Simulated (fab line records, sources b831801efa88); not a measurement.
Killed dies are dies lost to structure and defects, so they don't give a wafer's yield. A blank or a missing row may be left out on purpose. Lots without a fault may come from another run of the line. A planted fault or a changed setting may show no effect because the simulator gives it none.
Which tool did it? | flow gf180mcu | 13 lots, 39 wafers sampled, at 5 steps of a route of 602

WHAT THE GAUGES READ, wafer by wafer
GF_V2_BOW_MEAS_05. Usual: V2_BOW 104 um, standard deviation 8.2.
lot  | measured     | on            | V2_BOW (um) | flag
L412 | day 21 21:49 | film_metro-03 | 107 107 100 |
L413 | day 22 05:05 | film_metro-02 | 100 100 105 |
L415 | day 22 17:47 | film_metro-02 | 99 103 105  |
L416 | day 23 06:11 | film_metro-04 | 108 98 104  |
L420 | day 24 14:41 | film_metro-04 | 109 102 100 |
L421 | day 24 23:31 | film_metro-02 | 110 102 113 |
L423 | day 25 11:16 | film_metro-03 | 109 106 109 |
L428 | day 27 02:35 | film_metro-02 | 104 107 104 |
L433 | day 28 09:48 | film_metro-02 | 97 99 102   |
L434 | day 28 14:49 | film_metro-03 | 99 105 101  |

GF_V2_CD_MEAS_14: target cd 260 nm. Usual: cd_nm 259.7 nm, standard deviation 1.1.
lot  | measured     | on        | cd_nm (nm)        | flag
L412 | day 22 22:16 | cd_sem-01 | 259.3 258.2 258.9 |
L413 | day 23 05:19 | cd_sem-01 | 259.6 261.0 261.0 |
L415 | day 23 17:49 | cd_sem-01 | 260.8 260.2 260.1 |
L416 | day 24 06:16 | cd_sem-01 | 260.4 259.4 259.2 |
L420 | day 25 13:19 | cd_sem-01 | 260.1 259.8 259.5 |
L421 | day 25 22:56 | cd_sem-01 | 258.3 258.5 258.5 |
L423 | day 26 10:10 | cd_sem-01 | 258.1 257.7 257.7 |
L428 | day 28 00:31 | cd_sem-01 | 260.4 260.9 259.8 |
L433 | day 29 06:31 | cd_sem-02 | 260.5 260.5 259.9 |
L434 | day 29 11:15 | cd_sem-01 | 260.5 261.1 260.8 |

GF_V2_THK_MEAS_25: measures by xrf. Usual: V2_W_THK 366 nm, standard deviation 4.9.
lot  | measured     | on            | V2_W_THK (nm) | flag
L412 | day 22 23:23 | film_metro-02 | 361 370 367   |
L413 | day 23 06:28 | film_metro-02 | 356 367 369   |
L415 | day 23 18:58 | film_metro-04 | 360 364 369   |
L416 | day 24 07:25 | film_metro-04 | 368 369 374   |
L420 | day 25 14:28 | film_metro-03 | 361 360 359   |
L421 | day 26 00:04 | film_metro-04 | 375 372 376   |
L423 | day 26 11:19 | film_metro-04 | 364 375 365   |
L428 | day 28 01:40 | film_metro-02 | 367 367 367   |
L433 | day 29 07:42 | film_metro-04 | 368 369 372   |
L434 | day 29 12:25 | film_metro-02 | 371 377 374   |

WHICH TOOL RAN EACH LOT (tool, then ch and the chambers of the sampled wafers, then the start)
lot  | GF_STI_ETCH_14                  | GF_STI_STRIP_15
L412 | rie_si-01 ch 0,1, day 2 09:33   | plasma_asher-02 ch 0,1, day 2 09:39
L413 | rie_si-01 ch 1,3, day 2 13:13   | plasma_asher-04 ch 0, day 2 13:18
L415 | rie_si-01 ch 2,3, day 2 23:37   | plasma_asher-01 ch 0,1, day 2 23:42
L416 | rie_si-01 ch 0,2,3, day 3 04:01 | plasma_asher-01 ch 0,1, day 3 04:06
L420 | rie_si-02 ch 0,1, day 4 02:26   | plasma_asher-04 ch 0,1, day 4 02:31
L421 | rie_si-02 ch 0,1,3, day 4 07:31 | plasma_asher-02 ch 0,1, day 4 07:36
L423 | rie_si-01 ch 0,1,3, day 4 16:53 | plasma_asher-01 ch 0,1, day 4 16:58
L428 | rie_si-02 ch 1,2,3, day 5 19:01 | plasma_asher-02 ch 0,1, day 5 19:06
L430 | rie_si-01 ch 0,1,3, day 6 04:35 | plasma_asher-04 ch 0,1, day 6 04:40
L431 | rie_si-01 ch 1,2,3, day 6 10:43 | plasma_asher-04 ch 0,1, day 6 10:48
L432 | rie_si-02 ch 0,2,3, day 6 15:37 | plasma_asher-01 ch 0,1, day 6 15:42
L433 | rie_si-02 ch 0,3, day 6 20:31   | plasma_asher-02 ch 0, day 6 20:36
L434 | rie_si-02 ch 1,2,3, day 7 01:53 | plasma_asher-02 ch 0,1, day 7 02:00
- GF_STI_ETCH_14: etches Si in HBr/Cl2/O2, target depth 360 nm, time 102.9 s.
- GF_STI_STRIP_15: strips in O2/N2.

WHAT THE TOOLS THEMSELVES READ (means of the sampled wafers that have a number; where no wafer has one, the mark that the record gives instead)
GF_STI_ETCH_14. Usual: HBr_flow_sccm 150.1 sccm, standard deviation 0.44; O2_flow_sccm 6.000 sccm, standard deviation 0.019; bias_w 150.0 W, standard deviation 0.42; drypump_motor_current_A 5.3 A, standard deviation 0.39; oes_product_au 0.995 a.u., standard deviation 0.011; throttle_valve_pct 25.661 %, standard deviation 0.012.
lot  | tool      | HBr_flow_sccm (sccm) | O2_flow_sccm (sccm) | bias_w (W) | drypump_motor_current_A (A) | oes_product_au (a.u.) | throttle_valve_pct (%) | flag
L412 | rie_si-01 | 150.5                | 5.996               | 149.8      | 5.2                         | 1.002                 | 25.655                 |
L413 | rie_si-01 | 150.6                | 5.999               | 149.4      | 5.2                         | 0.997                 | 25.671                 |
L415 | rie_si-01 | 150.4                | 6.011               | 150.2      | 4.9                         | 0.992                 | 25.669                 |
L416 | rie_si-01 | 150.0                | 6.019               | 150.2      | 5.1                         | 0.986                 | 25.668                 |
L420 | rie_si-02 | 150.1                | 5.997               | 149.8      | 5.7                         | 0.998                 | 25.660                 |
L421 | rie_si-02 | 150.0                | 5.998               | 149.8      | 5.4                         | 1.000                 | 25.659                 |
L423 | rie_si-01 | 150.1                | 6.011               | 150.1      | 5.2                         | 0.995                 | 25.668                 |
L428 | rie_si-02 | 150.3                | 5.989               | 149.7      | 5.6                         | 0.993                 | 25.656                 |
L430 | rie_si-01 | -                    | -                   | -          | -                           | -                     | -                      | OFF
L431 | rie_si-01 | -                    | -                   | -          | -                           | -                     | -                      | OFF
L432 | rie_si-02 | -                    | -                   | -          | -                           | -                     | -                      | OFF
L433 | rie_si-02 | 150.2                | 6.003               | 150.0      | 5.1                         | 1.003                 | 25.653                 |
L434 | rie_si-02 | 149.8                | 6.004               | 149.9      | 5.6                         | 0.994                 | 25.653                 |

GF_STI_STRIP_15. Usual: drypump_motor_current_A 5.7 A, standard deviation 0.42; heater_power_w 326 W, standard deviation 42; oes_product_au 0.384 a.u., standard deviation 0.0051; strip_time_to_endpoint_s 3.73 s, standard deviation 0.047.
lot  | tool            | drypump_motor_current_A (A) | heater_power_w (W) | oes_product_au (a.u.) | strip_time_to_endpoint_s (s) | flag
L412 | plasma_asher-02 | 6.0                         | 337                | 0.381                 | 3.70                         |
L413 | plasma_asher-04 | 5.6                         | 379                | 0.386                 | 3.72                         |
L415 | plasma_asher-01 | 5.2                         | 295                | 0.382                 | 3.75                         |
L416 | plasma_asher-01 | 5.2                         | 291                | 0.385                 | 3.77                         |
L420 | plasma_asher-04 | 5.7                         | 338                | 0.385                 | 3.70                         |
L421 | plasma_asher-02 | 6.1                         | 364                | 0.384                 | 3.71                         |
L423 | plasma_asher-01 | 5.4                         | 288                | 0.385                 | 3.70                         |
L428 | plasma_asher-02 | 6.1                         | 360                | 0.385                 | 3.75                         |
L430 | plasma_asher-04 | 5.7                         | 335                | 0.438                 | 4.92                         | OFF
L431 | plasma_asher-04 | 5.7                         | 335                | 0.434                 | 4.96                         | OFF
L432 | plasma_asher-01 | 5.4                         | 297                | 0.431                 | 4.92                         | OFF
L433 | plasma_asher-02 | 5.9                         | 305                | 0.383                 | 3.66                         |
L434 | plasma_asher-02 | 6.0                         | 330                | 0.387                 | 3.67                         |

THE ANSWER, worked out from the rows above alone
Rule: a lot is off if the mean of its wafers that have a number lies more than 3 standard deviations from the usual mean. A lot without any number at a reading at which 4 lots or more have one is off too. The other lots that the step has rows for count as sound. The gauges are gone through in route order, then the tools' own readings, and for those a lot's mean is taken as printed above. The first step at which some lot is off is used, and at that step the reading that is off furthest; a lot without a number counts as furthest.
Off: L430, L431, L432, at GF_STI_ETCH_14 (HBr_flow_sccm). Without a number there: L430, L431, L432.
A tool fits if, at that step or a process step before it, it ran every lot that is off, and no sound lot after the first of them. None of those tried fits.

WHAT THE SIMULATOR HAD PUT IN
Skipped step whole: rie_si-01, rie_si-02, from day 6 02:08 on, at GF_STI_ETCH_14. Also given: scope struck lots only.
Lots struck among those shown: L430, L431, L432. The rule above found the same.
